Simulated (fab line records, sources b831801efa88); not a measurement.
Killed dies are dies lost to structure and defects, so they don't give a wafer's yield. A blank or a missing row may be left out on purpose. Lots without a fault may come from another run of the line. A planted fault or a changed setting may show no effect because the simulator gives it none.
Chamber matching | flow gf180mcu | GF_CONTACT_CMP_04 on cmp-01: 4 sister chambers
The step polishes SiO2. 8 wafers are shown with their chamber, then 7 later ones without.

WAFERS WITH THEIR CHAMBER
wafer  | chamber | time_to_endpoint_s (s) | motor_current_A (A)
L256.5 | 0       | 113                    | 11.3
L269.1 | 3       | 106                    | 12.8
L269.5 | 2       | 117                    | 11.7
L269.6 | 3       | 108                    | 12.1
L270.5 | 1       | 107                    | 11.1
L270.6 | 2       | 114                    | 11.1
L271.2 | 0       | 110                    | 12.2
L271.3 | 1       | 112                    | 11.5

WAFERS WITHOUT THEIR CHAMBER
wafer  | time_to_endpoint_s (s) | motor_current_A (A)
L271.5 | 122                    | 12.5
L275.1 | 101                    | 11.5
L275.4 | 105                    | 12.7
L275.6 | 111                    | 12.1
L276.2 | 96                     | 11.5
L276.3 | 101                    | 12.1
L276.6 | 106                    | 12.0

WHICH CHAMBER EACH WENT THROUGH
wafer  | from the rows above               | in truth
L271.5 | can't be placed: 2 or 0           | 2
L275.1 | can't be placed: 3 or 1 or 0      | 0
L275.4 | 3                                 | 3
L275.6 | can't be placed: 0 or 1 or 3 or 2 | 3
L276.2 | can't be placed: 3 or 1 or 0      | 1
L276.3 | can't be placed: 3 or 1 or 0      | 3
L276.6 | can't be placed: 3 or 1 or 0      | 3
Placed correctly: 1 of 7. Can't be placed from these rows: 6 (the true chamber is among the candidates in 6). Placed wrongly: 0.
How it was worked out, from the rows above alone: a wafer's distance from a chamber is the root of the sum, over the readings, of the square of ((its reading less the chamber's mean) divided by the reading's scatter). The wafer belongs to the nearest chamber; if the next one is less than 2 further off, it can't be placed. A chamber's mean is the mean of its shown wafers. The scatter: the root of (the sum of the squares of (reading less its chamber's mean) over the shown wafers, divided by (wafers less chambers)).
